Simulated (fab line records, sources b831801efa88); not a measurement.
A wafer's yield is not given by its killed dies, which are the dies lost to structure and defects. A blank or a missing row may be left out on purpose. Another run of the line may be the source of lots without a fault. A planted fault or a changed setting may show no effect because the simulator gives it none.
One fault through the eyes of 2 desks    flow gf180mcu    only its own numbers are on each desk; what lay behind them is given at the end

## THE TOOL OWNER'S DESK: rie si-02
The tool's own readings at GF_STI_ETCH_14 (etches Si in HBr/Cl2/O2, target depth 360 nm, time 102.9 s): means of the sampled wafers that have a number, for each lot that ran on this tool. The brackets show how far a lot's mean lies from the usual mean; more than 4 standard deviations puts the lot out of limits, marked OUT.
Columns: A = drypump motor current A at GF_STI_ETCH_14, usual 5.7 A; B = he backside leak sccm at GF_STI_ETCH_14, usual 2.82 sccm; C = oes product au at GF_STI_ETCH_14, usual 0.998 a.u.; D = run length s at GF_STI_ETCH_14, usual 131.1 s; E = throttle valve pct at GF_STI_ETCH_14, usual 25.657 %
lot   first seen here  A    B     C      D                E
L531  day 2 02:13      5.8  2.69  1.004  131.3            25.654
L536  day 3 02:50      6.0  2.89  1.004  131.2            25.653
L537  day 3 08:18      5.9  3.55  0.994  131.1            25.656
L538  day 3 13:47      5.8  2.80  1.002  131.4            25.657
L542  day 4 10:05      6.2  2.76  0.998  131.0            25.657
L549  day 5 22:14      6.2  2.98  1.001  107.9 (-63) OUT  25.657
L550  day 6 02:23      5.9  2.87  1.002  107.7 (-63) OUT  25.645
L551  day 6 09:07      5.8  2.75  1.001  115.7 (-42) OUT  25.654
This desk's verdict: out of limits on L549, L550, L551, starting with L549 at day 5 22:14 (run length s at GF_STI_ETCH_14). In limits: L531, L536, L537, L538, L542.

## METROLOGY DESK
What the gauges read for every lot (on any tool): the sampled wafers with a number, averaged. The brackets show how far a lot's mean lies from the usual mean; more than 4 standard deviations puts the lot out of limits, marked OUT.
Columns: A = INCOMING_BOW at GF_STI_BOW_MEAS_00, usual 1 um; B = VT_IMPLANT_3_TW at GF_VT_IMPLANT_TW_MEAS_32, usual 269.3; C = CONTACT_OVL at GF_CONTACT_OVL_MEAS_15, usual 2 nm
lot   first seen here  A   B      C
L531  day 1 10:00      -5  269.8  -1
L532  day 1 15:00      -1  270.7  1
L533  day 1 20:01      3   270.1  9
L534  day 2 01:00      4   270.8  2
L535  day 2 06:00      0   270.1  2
L536  day 2 11:04      1   268.9  5
L537  day 2 16:00      5   269.0  7
L538  day 2 21:01      -6  269.2  -3
L539  day 3 02:00      1   269.3  3
L540  day 3 07:00      -1  267.6  -1
L542  day 3 17:00      1   267.8  5
L549  day 5 04:05      2   269.3  -4
L550  day 5 09:04      -1  268.3  2
L551  day 5 14:00      2   268.1  8
L554  day 6 05:01      4   269.3  7
This desk's finding: nothing out of limits on any of the 15 lots.

## TAKEN TOGETHER
On L549, L550, L551, at day 5 22:14, an alarm was possible from the tool owner's desk.
The metrology desk saw nothing out of limits.
The metrology desk holds a record of L549, L550, L551, inside its limits.
Every lot named ran GF_STI_ETCH_14 on rie si-02.

## WHAT THE SIMULATOR HAD PUT IN
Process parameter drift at GF_STI_ETCH_14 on rie si-02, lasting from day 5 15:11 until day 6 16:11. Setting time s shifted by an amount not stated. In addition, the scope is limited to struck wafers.
Struck lots among those shown: L549, L550, L551.
Time in hours from fault onset to the first out-of-limits reading at each desk: the tool owner's desk, 7.
